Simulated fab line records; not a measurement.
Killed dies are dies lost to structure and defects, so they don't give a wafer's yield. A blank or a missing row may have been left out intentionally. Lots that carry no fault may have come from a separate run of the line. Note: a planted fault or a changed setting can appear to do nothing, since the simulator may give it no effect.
Problem report in the 8D (eight disciplines) form, filled by code ; flow sky130 ; the parts of the form that need people (team, actions taken, sign-off) are left out

## 1. PROBLEM STATEMENT
At SKY_PAD_OPEN_PROBE_99, killed_at_front_end averages 82 over 3 wafers from 2 lots, while fault-free wafers read 14, standard deviation 4.2. That is +16 standard deviations from the usual mean.
First seen on wafer L524.6, day 49 13:44, on prober-01. The record has a number at this step for 9 wafers belonging to 3 lots. The rule behind "out" and "out of limits": a value lying over 4 standard deviations away from the usual mean. The other wafers with a number count as sound.

## 2. WHAT IT IS; WHAT IT IS NOT
question;is;is not
which readings at this step;killed_at_front_end, killed_dies;killed_at_M0_to_M3, killed_at_M4_up, killed_at_contacts, killed_at_other, killed_open, killed_short
which lots;L524, L525;L517
which wafers of those lots;L524.6, L525.2, L525.5;L524.2, L524.3, L525.1
read on which tools;prober-01, prober-02;-
when;from day 49 13:44;"up to then (5 sound wafers); but 1 sound wafer of L525 came after"

## 3. SUSPECTS, AND WHAT RULES EACH OUT
Counting: if a tool at a process step up to the reading ran every lot that is out, it stays a suspect. Sound lots after the first of them don't rule it out here, since some wafers of a struck lot are sound.
- plasma_asher-02 at SKY_LDD_HVP_STRIP_09 (strips in O2/N2): kept. It ran every lot that is out, first L525 (day 26 23:38).
- The sound lot-mates ran in chamber 0 of plasma_asher-02 at SKY_LDD_HVP_STRIP_09, but the wafers that are out ran in chamber 1.
The count leaves plasma_asher-02 at SKY_LDD_HVP_STRIP_09.

## 4. THE CAUSE (what the simulator had put in)
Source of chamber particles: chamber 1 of plasma_asher-02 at SKY_LDD_HVP_STRIP_09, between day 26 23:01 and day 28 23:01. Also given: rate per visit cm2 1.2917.
After counting, this tool was the only one left.

## 5. THE CHAIN OF EFFECTS, in route order
Each row: a reading whose mean over the struck wafers that have a number lies more than 3 standard deviations from the usual. Readings are gone through only where the record gives a usual standard deviation; hours: the median, over the lots, of the time from a lot's start at the first step in this table giving one to that lot's start at this step; sigmas: the change measured in usual standard deviations.
hours;step;reading;usual;on struck wafers;change;sigmas
0;SKY_PAD_OPEN_PROBE_99;killed_at_front_end;14;82;+68;+16
0;SKY_PAD_OPEN_PROBE_99;killed_dies;85;146;+61;+7.2
Its process steps:
- SKY_PAD_OPEN_PROBE_99

## 6. WHAT WOULD HAVE CAUGHT IT SOONER
First out-of-limits reading in this record: day 49 13:44, which is 543 hours after fault onset at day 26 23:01.
No tool reading at SKY_LDD_HVP_STRIP_09 that has a usual standard deviation in the record was out on any struck wafer, so an alarm limit of 4 standard deviations on those readings would not have fired.
Each of the lots that are out, 2 in all, had begun SKY_LDD_HVP_STRIP_09 on plasma_asher-02 no later than day 49 13:44. None of them would have been spared by holding the tool at that moment.
